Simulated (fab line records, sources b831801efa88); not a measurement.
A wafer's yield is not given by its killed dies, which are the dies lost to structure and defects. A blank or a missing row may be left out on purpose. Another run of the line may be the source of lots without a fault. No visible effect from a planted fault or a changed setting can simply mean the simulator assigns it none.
Which tool did it? / flow sky130 / 18 wafers from 6 lots sampled at 3 of the route's 708 steps

== WHAT EACH GAUGE READ, for each wafer ==
SKY_LDD_LDN_TW_MEAS_13.
lot=L606; measured=day 24 03:38; on=film-metro-02; LDD_LDN_TW=1461 1457 1453
lot=L608; measured=day 24 12:13; on=film-metro-01; LDD_LDN_TW=1508 1498 1506
lot=L610; measured=day 25 07:04; on=film-metro-01; LDD_LDN_TW=1509 1506 1502
lot=L613; measured=day 25 23:21; on=film-metro-02; LDD_LDN_TW=1567 1566 1560
lot=L617; measured=day 27 11:34; on=film-metro-03; LDD_LDN_TW=1464 1469 1474
lot=L622; measured=day 29 03:46; on=film-metro-03; LDD_LDN_TW=1566 1567 1567

== EACH LOT AND THE TOOL THAT RAN IT (in order: tool; ch and the chambers of the sampled wafers; start) ==
lot=L606; SKY_LDD_HVP_STRIP_09=plasma-asher-03 ch 0,1, day 22 20:45; SKY_LDD_LDN_IMPLANT_09=implanter-04 ch 0, day 24 03:07
lot=L608; SKY_LDD_HVP_STRIP_09=plasma-asher-03 ch 0,1, day 23 05:28; SKY_LDD_LDN_IMPLANT_09=implanter-02 ch 0, day 24 11:41
lot=L610; SKY_LDD_HVP_STRIP_09=plasma-asher-02 ch 0,1, day 24 01:03; SKY_LDD_LDN_IMPLANT_09=implanter-03 ch 0, day 25 06:33
lot=L613; SKY_LDD_HVP_STRIP_09=plasma-asher-04 ch 1, day 24 17:25; SKY_LDD_LDN_IMPLANT_09=implanter-02 ch 0, day 25 22:30
lot=L617; SKY_LDD_HVP_STRIP_09=plasma-asher-02 ch 0,1, day 26 05:52; SKY_LDD_LDN_IMPLANT_09=implanter-04 ch 0, day 27 11:02
lot=L622; SKY_LDD_HVP_STRIP_09=plasma-asher-02 ch 0,1, day 27 21:34; SKY_LDD_LDN_IMPLANT_09=implanter-02 ch 0, day 29 02:53
- SKY_LDD_HVP_STRIP_09: strips in O2/N2.
- SKY_LDD_LDN_IMPLANT_09

== THE ANSWER, worked out from the rows above alone ==
Rule: what is usual is taken from the lots themselves. The widest of any qualifying gaps counts: lots, ordered by their means at a reading, are off when they make up no more than a third of the lots, leave a main group of 4 or more, and stand apart from it by 3 or more times the standard deviation of that group's means. The tables above print the reading to a certain number of digits; a main group whose means all agree to those digits is not used. A lot without any number at a reading at which 4 lots or more have one is off too. Where the step has rows for the other lots, those lots are counted as sound.
No lot is off on any of the readings shown, so nothing can be concluded from this.

== WHAT THE SIMULATOR HAD PUT IN ==
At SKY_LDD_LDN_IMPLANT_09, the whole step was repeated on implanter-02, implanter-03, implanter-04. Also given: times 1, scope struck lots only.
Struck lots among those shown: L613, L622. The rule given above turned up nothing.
